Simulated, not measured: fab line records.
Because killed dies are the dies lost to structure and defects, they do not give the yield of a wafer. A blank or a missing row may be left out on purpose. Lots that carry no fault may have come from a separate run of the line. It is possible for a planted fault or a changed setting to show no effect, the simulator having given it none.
Chamber matching    flow gf180mcu    GF_V1_CMP_26 on cmp-02 has 4 sister chambers
The step polishes, stops on SiO2, t overpolish 15 s, target thk 0 nm. 4 wafers are shown with their chamber, then 7 later ones without.

## WAFERS, EACH WITH ITS CHAMBER
wafer   chamber  motor-current-A (A)
L488.2  1        13.1
L488.3  0        12.1
L493.1  3        11.0
L493.3  2        9.0

## WAFERS MISSING THEIR CHAMBER
wafer   motor-current-A (A)
L493.6  10.7
L501.2  12.3
L501.3  12.4
L501.6  9.2
L503.3  12.2
L503.4  9.4
L503.5  13.6

## WHICH CHAMBER EACH ONE RAN IN
wafer   from the rows above      in truth
L493.6  3                        3
L501.2  can't be placed: 0 or 1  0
L501.3  can't be placed: 0 or 1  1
L501.6  2                        2
L503.3  0                        0
L503.4  2                        2
L503.5  1                        1
5 of 7 placed correctly. Unplaceable from these rows: 2, with the true chamber sitting among the candidates in 2. 0 placed wrongly.
How it was worked out, from the rows above alone: a wafer's distance from a chamber is the root of the sum, over the readings, of the square of ((its reading less the chamber's mean) divided by the reading's scatter). The wafer belongs to the nearest chamber; if the next one is less than 2 further off, it can't be placed. A chamber's mean is the mean of its shown wafers. The scatter: root of mean squared gap, hidden wafer to nearest shown wafer, with one shown wafer a chamber.
